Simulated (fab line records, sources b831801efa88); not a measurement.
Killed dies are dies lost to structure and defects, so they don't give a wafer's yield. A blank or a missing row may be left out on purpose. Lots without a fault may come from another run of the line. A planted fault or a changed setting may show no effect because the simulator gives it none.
A struck lot beside a sound one | flow sky130 | 14 steps out of a route of 708
Sound: wafers L846.1, L846.3, L846.5. Struck: wafers L845.1, L845.4, L845.5. The cause comes at the end.
At each step with rows: each side's tool, then ch and its chambers, then its first start. Under that, the readings that differ: sound wafers | struck wafers | difference of the means | sigmas: that difference in standard deviations of wafers without a fault.
alike: readings whose means differ by less than 2 such deviations, and words and numbers that are the same on both sides. not compared: withheld readings, readings that some wafer has no value for, bounds like >300 that may hide the same value, and numbers for which the record gives no deviation and whose values overlap.
The two part at a step that has a row with sigmas, a row that says differs or no value, or rows on one side only. Numbers that don't overlap but have no deviation are shown without sigmas and don't part them. A reading that every wafer of one side lacks parts them only if that side has two wafers or more.

SKY_LI_CONTACT_CD_MEAS_12: target cd 170 nm.
  sound on cd_sem-01, day 35 10:17; struck on cd_sem-02, day 35 04:11
  alike: cd_nm
SKY_LI_CONTACT_OVL_MEAS_13:
  sound on overlay-02, day 35 10:24; struck on overlay-02, day 35 04:18
  alike: LI_CONTACT_OVL
SKY_LI_CONTACT_ETCH_14: etches BARC in N2/H2, stops on SiO2, time 45.9 s, target depth 60 nm.
  sound on rie_diel-03 ch 0,2,3, day 35 10:26; struck on rie_diel-03 ch 0,2, day 35 04:20
  alike: bias_w, drypump_motor_current_A, oes_product_au, throttle_valve_pct
  not compared: rf_hours_counter_h
SKY_LI_CONTACT_ETCH_15: etches PSG in C4F8/O2/Ar, stops on Si, target depth 600 nm.
  sound on rie_diel-03 ch 0,2,3, day 35 10:28; struck on rie_diel-03 ch 0,2, day 35 04:23
  alike: bias_w, oes_product_au
SKY_LI_CONTACT_STRIP_16: strips in O2/N2.
  sound on plasma_asher-04 ch 0,1, day 35 10:34; struck on plasma_asher-02 ch 1, day 35 04:28
  alike: drypump_motor_current_A, oes_product_au, strip_time_to_endpoint_s
  not compared: rf_hours_counter_h
then, 3 steps without rows for these wafers: SKY_LI_CONTACT_CLEAN_17 (cleans in NMP, time 600 s); SKY_LI_CONTACT_PRE_CLEAN_18 (time 5.6 s); SKY_LI_CONTACT_SPUTTER_19 (material Ti, target thk 20 nm, time 106.37 s).
SKY_LI_CONTACT_SPUTTER_20: material TiN, target thk 20 nm, time 80 s.
  sound on pvd_sputter-01, day 35 10:57; struck on pvd_sputter-02, day 35 04:50
  alike: throttle_valve_pct
SKY_LI_CONTACT_CVD_21: deposits W, target thk 400 nm, time 120.56 s.
  sound on cvd_w-02 ch 0, day 35 11:01; struck on cvd_w-02 ch 0,1, day 35 04:54
  alike: heater_power_w, susceptor_temp_C
SKY_LI_CONTACT_RS_MEAS_22: measures by four-point-probe.
  sound on film_metro-04, day 35 11:08; struck on film_metro-02, day 35 05:01
  alike: LI_CONTACT_W_RS
SKY_LI_CONTACT_THK_MEAS_23: measures by xrf.
  sound on film_metro-04, day 35 11:15; struck on film_metro-02, day 35 05:08
  alike: LI_CONTACT_W_THK
SKY_LI_CONTACT_CMP_24: polishes, stops on PSG, t overpolish 20 s, target thk 0 nm.
  sound on cmp-01 ch 1,3, day 35 11:19; struck on cmp-01 ch 0,1,3, day 35 05:12
  no value came back on the struck wafers for any of 5 readings (edge_zone_pressure_frac, head_pressure_psi (psi) and others); on the sound wafers edge_zone_pressure_frac reads 0.999 0.998 0.987
  reading                                       | sound           | struck            | difference | sigmas
  model.W_of_LI_CONTACT_CVD_21.thk_nm (nm)      | 0 0 0           | 396.7 399.4 401.9 | +399.3     |
  model.PSG_of_LI_CONTACT_HDPCVD_00.thk_nm (nm) | 588 588.4 587.8 | 593.6 593.6 593.8 | +5.6       |
-- the record jumps here: 15 days lie between the struck wafers' starts before and after (it left off in module LI_CONTACT and takes up again in module PAD_OPEN, whose first step shown is number 708 of the route) --
SKY_PAD_OPEN_PROBE_99:
  sound on prober-01, day 50 06:39; struck on prober-01, day 50 00:38
  reading            | sound    | struck      | difference | sigmas
  killed_at_contacts | 20 24 15 | 412 414 429 | +399       | +75
  killed_dies        | 74 86 83 | 492 492 492 | +411       | +43
  killed_on_rim      | 13 16 17 | 96 96 96    | +81        | +21
  alike: killed_at_M0_to_M3, killed_at_M4_up, killed_at_front_end, killed_at_other, killed_open, killed_short

WHERE THEY PART
First at SKY_LI_CONTACT_CMP_24; last, within this record, at SKY_PAD_OPEN_PROBE_99.

WHY: what the simulator had put in
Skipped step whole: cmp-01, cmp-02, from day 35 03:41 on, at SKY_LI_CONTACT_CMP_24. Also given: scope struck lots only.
